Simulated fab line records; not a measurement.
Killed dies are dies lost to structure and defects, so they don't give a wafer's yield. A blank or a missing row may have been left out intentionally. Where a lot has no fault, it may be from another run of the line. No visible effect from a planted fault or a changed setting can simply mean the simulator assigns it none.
fab line records | flow gf180mcu
[record] lots = 24 wafers = 72 last_day = 34
route steps=602 shown V1@352 V3@432 V4@479 TOP_METAL@582
lots that met no fault: taken from a fault-free run of the same line
start_h: hours from the record's first day to the start of the lot's first wafer shown | wait_h: how many hours have passed since the lot's step before this one | " same as the row above | L1.1+2: several wafers, shown together as one row | - value missing, or start not given | * or withheld: withheld | < > ~ a bound
route shown NAME@n: NAME is a module with steps in the file, n the number in the route of the first one | usual: mean/standard deviation taken from wafers without a fault | same: alike in all rows | chamber/n: place in a boat | sites: the reading at each site | _std_site: the standard deviation of these | _edge_site: mean of outer sites minus mean of inner sites | radius_mm: for every site, how far away it sits from the centre of the wafer | mask NAME#n: copy n | behind: tool/chamber where the wafer was last shaped | hold: what put the lot on hold/how long, in hours/how the hold closed | device: transistor that didn't switch, given as n, p or np | end of line: tests run on the same wafers once the route is complete | a step without rows: its recipe alone | killed: the dies lost at the first sort to structure and to defects; this is not the yield of the wafer | map: dies across one wafer; x = killed, . = not, _ = none there
set.NAME: the run value of the setting; set.NAME@STEP: its run value at that earlier step | model.NAME: the simulator's own value behind a step, which no gauge read
one table for each step of the route and one row for each wafer, over a sample of lots
services: a tool's chamber out of use, with start hour (start_h, from the record's first day; less than 0 if before it), hours out, and reason
[[steps]]
[step GF_V1_ETCH_17]
[recipe] chemistry = C4F8/O2/Ar mask_material = KrF target = SiO2 stop_on = TiN source_w = 1500 bias_w = 1200 pressure_mtorr = 40 c4f8_flow_sccm = withheld O2_flow_sccm = 6 Ar_flow_sccm = 300 time_s = withheld target_depth_a = 6300
[usual] oes_product_au = 0.855/0.0047
// columns lot.wafer tool chamber start_h wait_h oes_product_au
L074.2 rie_diel-04 0 - - 0.853
L074.5 " 1 " " 0.857
L074.6 " 0 " " 0.851
L075.3 rie_diel-03 2 - - 0.845
L075.4 " 3 " " 0.857
L075.5 " 1 " " 0.857
L076.4 rie_diel-01 0 - - 0.855
L076.5 " 3 " " 0.857
L076.6 " 2 " " 0.859
L077.1 rie_diel-03 0 - - 0.862
L077.2 " 3 " " 0.857
L077.6 " 3 " " 0.846
L078.1 rie_diel-03 1 - - 0.858
L078.3 " 3 " " 0.854
L078.5 " 2 " " 0.862
L079.1 rie_diel-03 3 - - 0.848
L079.2 " 2 " " 0.851
L079.5 " 2 " " 0.854
L080.1 rie_diel-04 1 - - 0.855
L080.2 " 2 " " 0.863
L080.5 " 2 " " 0.854
L081.2 rie_diel-01 2 - - 0.860
L081.4 " 3 " " 0.856
L081.6 " 2 " " 0.851
L082.3 rie_diel-04 3 - - 0.864
L082.4 " 2 " " 0.850
L082.5 " 3 " " 0.849
L083.3 rie_diel-01 1 - - 0.857
L083.4 " 0 " " 0.862
L083.5 " 3 " " 0.861
L084.2 rie_diel-01 1 - - 0.862
L084.5 " 2 " " 0.860
L084.6 " 1 " " 0.854
L085.1 rie_diel-03 2 - - 0.855
L085.2 " 0 " " 0.851
L085.5 " 2 " " 0.858
L086.1 rie_diel-03 1 - - 0.859
L086.4 " 2 " " 0.854
L086.6 " 0 " " 0.844
L087.3 rie_diel-01 3 - - 0.847
L087.5 " 0 " " 0.857
L087.6 " 3 " " 0.856
L088.1 rie_diel-01 2 - - 0.861
L088.2 " 3 " " 0.863
L088.6 " 0 " " 0.857
L089.1 rie_diel-04 1 - - 0.858
L089.2 " 3 " " 0.848
L089.3 " 2 " " 0.854
L090.1 rie_diel-04 0 - - 0.861
L090.4 " 3 " " 0.851
L090.5 " 1 " " 0.844
L091.2 rie_diel-03 1 - - 0.858
L091.3 " 2 " " 0.847
L091.4 " 3 " " 0.856
L092.3 rie_diel-03 3 - - 0.857
L092.4 " 0 " " 0.865
L092.6 " 2 " " 0.850
L093.1 rie_diel-03 2 - - 0.854
L093.3 " 3 " " 0.858
L093.4 " 0 " " 0.846
L094.1 rie_diel-01 2 - - 0.858
L094.2 " 1 " " 0.858
L094.3 " 0 " " 0.861
L095.1 rie_diel-04 1 - - 0.855
L095.2 " 2 " " 0.856
L095.6 " 2 " " 0.854
L096.2 rie_diel-04 1 - - 0.853
L096.3 " 2 " " 0.857
L096.6 " 0 " " 0.856
L097.3 rie_diel-04 1 - - 0.865
L097.5 " 2 " " 0.853
L097.6 " 3 " " 0.852
[step GF_V1_STRIP_18]
[recipe] chemistry = O2/N2 power_w = 1400 pressure_mtorr = 1500 platen_temp_c = 250 o2_flow_sccm = 3000 n2_flow_sccm = 300 overash_fraction = 0.5
[usual] drypump_motor_current_A = 5.8/0.34 heater_power_w = 346/21 oes_product_au = 0.593/0.005
// columns lot.wafer tool chamber start_h wait_h drypump_motor_current_A heater_power_w oes_product_au rf_hours_counter_h
L074.2 plasma_asher-04 1 410.82 - 5.3 324 0.594 28
L074.5 " 1 " " 5.3 327 0.602 -
L074.6 " 0 " " 6.1 358 0.603 -
L075.3 plasma_asher-02 0 419.19 - 6.0 325 0.600 -
L075.4 " 1 " " 5.4 376 0.595 -
L075.5 " 1 " " 5.4 376 0.585 -
L076.4 plasma_asher-04 0 429.91 - 6.1 360 0.594 -
L076.5 " 0 " " 6.1 353 0.592 -
L076.6 " 1 " " 5.3 325 0.587 -
L077.1 plasma_asher-04 0 439.75 - 6.1 354 0.591 32
L077.2 " 1 " " 5.3 323 0.597 32
L077.6 " 0 " " 6.1 368 0.593 -
L078.1 plasma_asher-01 1 459.57 - 6.0 358 0.594 83
L078.3 " 0 " " 6.0 315 0.598 -
L078.5 " 1 " " 6.0 348 0.600 -
L079.1 plasma_asher-02 1 472.72 - 5.4 376 0.579 4
L079.2 " 0 " " 6.1 327 0.593 4
L079.5 " 0 " " 6.1 333 0.599 -
L080.1 plasma_asher-04 1 475.75 - 5.3 321 0.594 36
L080.2 " 0 " " 6.1 363 0.592 36
L080.5 " 0 " " 6.1 364 0.603 -
L081.2 plasma_asher-01 0 480.82 - 6.0 326 0.592 86
L081.4 " 0 " " 6.0 325 0.589 -
L081.6 " 0 " " 6.0 320 0.585 -
L082.3 plasma_asher-02 1 497.69 - 5.4 381 0.596 -
L082.4 " 0 " " 6.1 332 0.606 -
L082.5 " 1 " " 5.4 376 0.594 -
L083.3 plasma_asher-02 0 503.55 - 6.1 335 0.584 -
L083.4 " 1 " " 5.4 383 0.580 -
L083.5 " 0 " " 6.1 332 0.581 -
L084.2 plasma_asher-04 1 507.67 - 5.3 323 0.595 39
L084.5 " 1 " " 5.3 327 0.587 -
L084.6 " 0 " " 6.1 372 0.595 -
L085.1 plasma_asher-04 0 515.32 - 6.1 356 0.595 40
L085.2 " 1 " " 5.3 325 0.597 40
L085.5 " 0 " " 6.1 352 0.594 -
L086.1 plasma_asher-04 1 521.97 - 5.3 326 0.595 41
L086.4 " 1 " " 5.3 324 0.595 -
L086.6 " 1 " " 5.3 328 0.589 -
L087.3 plasma_asher-02 1 535.09 - 5.4 375 0.597 -
L087.5 " 1 " " 5.4 375 0.584 -
L087.6 " 0 " " 6.1 330 0.598 -
L088.1 plasma_asher-04 0 538.42 - 6.1 366 0.594 43
L088.2 " 1 " " 5.3 331 0.591 43
L088.6 " 0 " " 6.1 367 0.590 -
L089.1 plasma_asher-04 0 542.80 - 6.1 362 0.596 43
L089.2 " 1 " " 5.3 329 0.588 43
L089.3 " 1 " " 5.3 326 0.590 -
L090.1 plasma_asher-01 1 553.07 - 5.9 344 0.594 94
L090.4 " 0 " " 6.0 329 0.595 -
L090.5 " 0 " " 6.0 320 0.592 -
L091.2 plasma_asher-02 1 561.52 - 5.4 393 0.597 12
L091.3 " 1 " " 5.4 375 0.601 -
L091.4 " 0 " " 6.1 334 0.604 -
L092.3 plasma_asher-01 0 568.60 - 6.0 319 0.587 -
L092.4 " 1 " " 6.0 348 0.595 -
L092.6 " 1 " " 6.0 347 0.592 -
L093.1 plasma_asher-01 1 577.35 - 6.0 353 0.595 97
L093.3 " 1 " " 6.0 347 0.594 -
L093.4 " 0 " " 6.0 316 0.589 -
L094.1 plasma_asher-02 0 584.82 - 6.1 332 0.594 15
L094.2 " 1 " " 5.4 381 0.591 15
L094.3 " 0 " " 6.1 332 0.594 -
L095.1 plasma_asher-02 0 589.00 - 6.0 328 0.589 16
L095.2 " 1 " " 5.4 382 0.589 16
L095.6 " 1 " " 5.4 378 0.590 -
L096.2 plasma_asher-02 1 595.87 - 5.4 381 0.599 17
L096.3 " 1 " " 5.4 374 0.585 -
L096.6 " 1 " " 5.4 372 0.597 -
L097.3 plasma_asher-01 1 614.36 - 6.0 347 0.589 -
L097.5 " 1 " " 6.0 351 0.593 -
L097.6 " 0 " " 6.0 323 0.592 -
[step GF_V3_THK_MEAS_03]
[recipe] reads = SiO2_of_V3_CVD_02
[usual] V3_CVD_02_THK = 855/10
// columns lot.wafer tool chamber start_h wait_h V3_CVD_02_THK[nm]
L074.2 film_metro-03 - 488.68 0.0 837
L074.5 " - " " 863
L074.6 " - " " 847
L075.3 film_metro-04 - 498.82 0.1 848
L075.4 " - " " 857
L075.5 " - " " 861
L076.4 film_metro-03 - 507.81 0.0 859
L076.5 " - " " 863
L076.6 " - " " 848
L077.1 film_metro-04 - 517.05 0.0 834
L077.2 " - " " 844
L077.6 " - " " 855
L078.1 film_metro-04 - 536.80 0.0 855
L078.3 " - " " 848
L078.5 " - " " 863
L079.1 film_metro-04 - 549.14 0.0 855
L079.2 " - " " 855
L079.5 " - " " 864
L080.1 film_metro-02 - 551.19 0.0 853
L080.2 " - " " 856
L080.5 " - " " 867
L081.2 film_metro-03 - 555.56 0.0 844
L081.4 " - " " 863
L081.6 " - " " 856
L082.3 film_metro-02 - 571.18 0.1 845
L082.4 " - " " 857
L082.5 " - " " 868
L083.3 film_metro-04 - 577.07 0.1 849
L083.4 " - " " 856
L083.5 " - " " 850
L084.2 film_metro-03 - 581.38 0.0 843
L084.5 " - " " 855
L084.6 " - " " 850
L085.1 film_metro-02 - 587.85 0.0 839
L085.2 " - " " 828
L085.5 " - " " 858
L086.1 film_metro-02 - 593.80 0.0 847
L086.4 " - " " 870
L086.6 " - " " 873
L087.3 film_metro-02 - 606.15 0.1 853
L087.5 " - " " 861
L087.6 " - " " 858
L088.1 film_metro-03 - 608.16 0.0 850
L088.2 " - " " 843
L088.6 " - " " 867
L089.1 film_metro-02 - 614.68 0.0 837
L089.2 " - " " 845
L089.3 " - " " 861
L090.1 film_metro-02 - 621.75 0.0 850
L090.4 " - " " 853
L090.5 " - " " 873
L091.2 film_metro-04 - 630.95 0.1 846
L091.3 " - " " 866
L091.4 " - " " 860
L092.3 film_metro-04 - 636.42 0.1 855
L092.4 " - " " 873
L092.6 " - " " 870
L093.1 film_metro-02 - 645.00 0.0 861
L093.3 " - " " 863
L093.4 " - " " 873
L094.1 film_metro-02 - 651.78 0.0 850
L094.2 " - " " 848
L094.3 " - " " 843
L095.1 film_metro-03 - 656.74 0.0 863
L095.2 " - " " 864
L095.6 " - " " 879
L096.2 film_metro-04 - 663.11 0.0 846
L096.3 " - " " 858
L096.6 " - " " 849
L097.3 film_metro-04 - 680.04 0.1 854
L097.5 " - " " 852
L097.6 " - " " 855
[step GF_V4_THK_MEAS_03]
[recipe] reads = SiO2_of_V4_CVD_02
[usual] V4_CVD_02_THK = 852/10
// columns lot.wafer tool chamber start_h wait_h V4_CVD_02_THK[nm]
L074.2 film_metro-02 - 537.19 0.0 860
L074.5 " - " " 862
L074.6 " - " " 868
L075.3 film_metro-01 - 548.22 0.1 843
L075.4 " - " " 858
L075.5 " - " " 840
L076.4 film_metro-04 - 557.53 0.0 863
L076.5 " - " " 848
L076.6 " - " " 856
L077.1 film_metro-01 - 565.35 0.0 848
L077.2 " - " " 840
L077.6 " - " " 855
L078.1 film_metro-02 - 584.39 0.0 857
L078.3 " - " " 857
L078.5 " - " " 867
L079.1 film_metro-04 - 596.04 0.0 844
L079.2 " - " " 845
L079.5 " - " " 867
L080.1 film_metro-04 - 597.06 0.0 834
L080.2 " - " " 835
L080.5 " - " " 853
L081.2 film_metro-04 - 601.45 0.0 852
L081.4 " - " " 865
L081.6 " - " " 875
L082.3 film_metro-01 - 616.73 0.1 850
L082.4 " - " " 850
L082.5 " - " " 855
L083.3 film_metro-04 - 622.15 0.1 850
L083.4 " - " " 855
L083.5 " - " " 857
L084.2 film_metro-04 - 626.68 0.0 852
L084.5 " - " " 850
L084.6 " - " " 862
L085.1 film_metro-02 - 632.29 0.0 835
L085.2 " - " " 832
L085.5 " - " " 853
L086.1 film_metro-02 - 638.53 0.0 851
L086.4 " - " " 856
L086.6 " - " " 858
L087.3 film_metro-04 - 649.91 0.1 845
L087.5 " - " " 867
L087.6 " - " " 868
L088.1 film_metro-04 - 651.65 0.0 843
L088.2 " - " " 839
L088.6 " - " " 850
L089.1 film_metro-04 - 657.74 0.0 838
L089.2 " - " " 841
L089.3 " - " " 848
L090.1 film_metro-01 - 664.60 0.0 840
L090.4 " - " " 852
L090.5 " - " " 858
L091.2 film_metro-01 - 673.84 0.0 849
L091.3 " - " " 841
L091.4 " - " " 873
L092.3 film_metro-04 - 678.77 0.1 851
L092.4 " - " " 863
L092.6 " - " " 868
L093.1 film_metro-02 - 687.02 0.0 849
L093.3 " - " " 841
L093.4 " - " " 863
L094.1 film_metro-02 - 693.11 0.0 842
L094.2 " - " " 836
L094.3 " - " " 843
L095.1 film_metro-02 - 698.20 0.0 841
L095.2 " - " " 844
L095.6 " - " " 855
L096.2 film_metro-04 - 703.90 0.0 844
L096.3 " - " " 847
L096.6 " - " " 855
L097.3 film_metro-04 - 720.01 0.1 831
L097.5 " - " " 850
L097.6 " - " " 864
[step GF_V4_RS_MEAS_24]
[recipe] thk_meas_gauge = four-point-probe reads = W_of_V4_CVD_23+TiN_of_V4_SPUTTER_22+Ti_of_V4_SPUTTER_21
[usual] V4_W_RS = 0.327/0.0038
// columns lot.wafer tool chamber start_h wait_h V4_W_RS[ohm/sq]
L074.2 film_metro-02 - 561.08 0.1 0.328
L074.5 " - " " 0.328
L074.6 " - " " 0.328
L075.3 film_metro-01 - 571.62 0.1 0.327
L075.4 " - " " 0.323
L075.5 " - " " 0.324
L076.4 film_metro-01 - 580.88 0.1 0.336
L076.5 " - " " 0.330
L076.6 " - " " 0.332
L077.1 film_metro-01 - 588.65 0.1 0.328
L077.2 " - " " 0.329
L077.6 " - " " 0.330
L078.1 film_metro-02 - 607.22 0.1 0.323
L078.3 " - " " 0.328
L078.5 " - " " 0.327
L079.1 film_metro-04 - 618.47 0.1 0.321
L079.2 " - " " 0.327
L079.5 " - " " 0.325
L080.1 film_metro-02 - 619.45 0.1 0.330
L080.2 " - " " 0.328
L080.5 " - " " 0.329
L081.2 film_metro-02 - 623.47 0.1 0.329
L081.4 " - " " 0.330
L081.6 " - " " 0.333
L082.3 film_metro-04 - 638.93 0.1 0.324
L082.4 " - " " 0.324
L082.5 " - " " 0.327
L083.3 film_metro-01 - 644.54 0.1 0.330
L083.4 " - " " 0.331
L083.5 " - " " 0.331
L084.2 film_metro-04 - 648.37 0.1 0.328
L084.5 " - " " 0.329
L084.6 " - " " 0.329
L085.1 film_metro-01 - 654.25 0.1 0.327
L085.2 " - " " 0.322
L085.5 " - " " 0.320
L086.1 film_metro-01 - 658.95 0.1 0.329
L086.4 " - " " 0.330
L086.6 " - " " 0.327
L087.3 film_metro-01 - 670.86 0.1 0.325
L087.5 " - " " 0.322
L087.6 " - " " 0.331
L088.1 film_metro-01 - 672.37 0.1 0.327
L088.2 " - " " 0.327
L088.6 " - " " 0.326
L089.1 film_metro-01 - 678.78 0.1 0.321
L089.2 " - " " 0.323
L089.3 " - " " 0.325
L090.1 film_metro-02 - 684.97 0.1 0.329
L090.4 " - " " 0.330
L090.5 " - " " 0.327
L091.2 film_metro-02 - 694.67 0.2 0.327
L091.3 " - " " 0.328
L091.4 " - " " 0.327
L092.3 film_metro-02 - 698.95 0.2 0.328
L092.4 " - " " 0.332
L092.6 " - " " 0.331
L093.1 film_metro-02 - 707.14 0.2 0.332
L093.3 " - " " 0.328
L093.4 " - " " 0.331
L094.1 film_metro-01 - 712.66 0.2 0.331
L094.2 " - " " 0.333
L094.3 " - " " 0.328
L095.1 film_metro-02 - 717.85 0.1 0.324
L095.2 " - " " 0.327
L095.6 " - " " 0.332
L096.2 film_metro-01 - 724.16 0.2 0.333
L096.3 " - " " 0.332
L096.6 " - " " 0.328
L097.3 film_metro-04 - 739.01 0.1 0.323
L097.5 " - " " 0.324
L097.6 " - " " 0.318
[step GF_TOP_METAL_OVL_MEAS_15]
[usual] TOP_METAL_OVL = -0.3/1.5
// columns lot.wafer tool chamber start_h wait_h TOP_METAL_OVL[nm]
L074.2 overlay-01 - 648.65 0.1 -0.2
L074.5 " - " " -0.7
L074.6 " - " " 1.4
L075.3 overlay-02 - 658.35 0.1 0.3
L075.4 " - " " -1.3
L075.5 " - " " -0.4
L076.4 overlay-01 - 667.11 0.1 -3.5
L076.5 " - " " -1.7
L076.6 " - " " -0.4
L077.1 overlay-01 - 674.21 0.1 -2.6
L077.2 " - " " -2.0
L077.6 " - " " 0.0
L078.1 overlay-02 - 688.91 0.1 0.9
L078.3 " - " " 0.1
L078.5 " - " " 0.7
L079.1 overlay-02 - 701.34 0.1 2.7
L079.2 " - " " -0.1
L079.5 " - " " 2.2
L080.1 overlay-01 - 702.29 0.1 -1.5
L080.2 " - " " -3.3
L080.5 " - " " -2.6
L081.2 overlay-02 - 705.74 0.1 0.2
L081.4 " - " " -0.1
L081.6 " - " " -2.3
L082.3 overlay-02 - 720.00 0.1 1.2
L082.4 " - " " 1.5
L082.5 " - " " 1.0
L083.3 overlay-01 - 724.32 0.1 0.8
L083.4 " - " " 1.4
L083.5 " - " " -1.0
L084.2 overlay-01 - 726.66 0.1 2.1
L084.5 " - " " 0.7
L084.6 " - " " -0.2
L085.1 overlay-02 - 732.82 0.1 0.1
L085.2 " - " " 0.4
L085.5 " - " " 2.1
L086.1 overlay-01 - 737.71 0.1 -1.4
L086.4 " - " " -0.4
L086.6 " - " " -0.8
L087.3 overlay-02 - 748.12 0.1 0.6
L087.5 " - " " 0.5
L087.6 " - " " 0.0
L088.1 overlay-01 - 749.14 0.1 -1.0
L088.2 " - " " -3.0
L088.6 " - " " -3.4
L089.1 overlay-02 - 755.07 0.1 0.3
L089.2 " - " " 0.5
L089.3 " - " " -1.5
L090.1 overlay-02 - 760.04 0.1 2.6
L090.4 " - " " -0.4
L090.5 " - " " 2.3
L091.2 overlay-01 - 768.55 0.1 0.9
L091.3 " - " " 0.6
L091.4 " - " " 0.2
L092.3 overlay-02 - 772.35 0.1 1.1
L092.4 " - " " 1.6
L092.6 " - " " 2.5
L093.1 overlay-01 - 779.34 0.1 -1.9
L093.3 " - " " -1.4
L093.4 " - " " -1.6
L094.1 overlay-02 - 783.39 0.1 -1.5
L094.2 " - " " -2.9
L094.3 " - " " -3.5
L095.1 overlay-01 - 790.04 0.1 -2.5
L095.2 " - " " -2.1
L095.6 " - " " -0.5
L096.2 overlay-01 - 794.46 0.1 1.0
L096.3 " - " " -1.5
L096.6 " - " " 0.5
L097.3 overlay-01 - 807.35 0.1 1.0
L097.5 " - " " 0.1
L097.6 " - " " -1.3
[[services]]
// columns tool chamber start_h hours kind
rie_diel-01 3 388.18 15.8 repair
rie_diel-03 - 392.99 2.8 pm
rie_diel-01 1 393.37 7.9 repair
plasma_asher-01 - 408.88 12.6 pm
rie_diel-04 2 414.17 7.8 repair
plasma_asher-02 - 421.25 9.0 pm
rie_diel-04 - 426.99 0.9 repair
rie_diel-04 3 427.84 3.9 repair
rie_diel-03 - 429.57 0.9 repair
rie_diel-03 1 435.67 15.0 repair
rie_diel-01 2 447.63 9.1 repair
rie_diel-04 0 474.86 20.3 repair
rie_diel-01 0 478.81 15.5 repair
plasma_asher-01 - 489.31 0.4 repair
plasma_asher-01 - 494.36 4.0 repair
plasma_asher-02 - 512.41 14.6 pm
rie_diel-01 0 523.07 4.2 repair
rie_diel-01 - 526.17 1.1 repair
rie_diel-04 - 542.10 0.2 repair
rie_diel-04 1 558.44 3.4 repair
plasma_asher-04 - 566.05 2.7 repair
rie_diel-04 1 569.38 5.9 repair
rie_diel-01 - 586.64 14.6 pm
rie_diel-04 3 598.23 1.7 repair
[[key]]
fault none
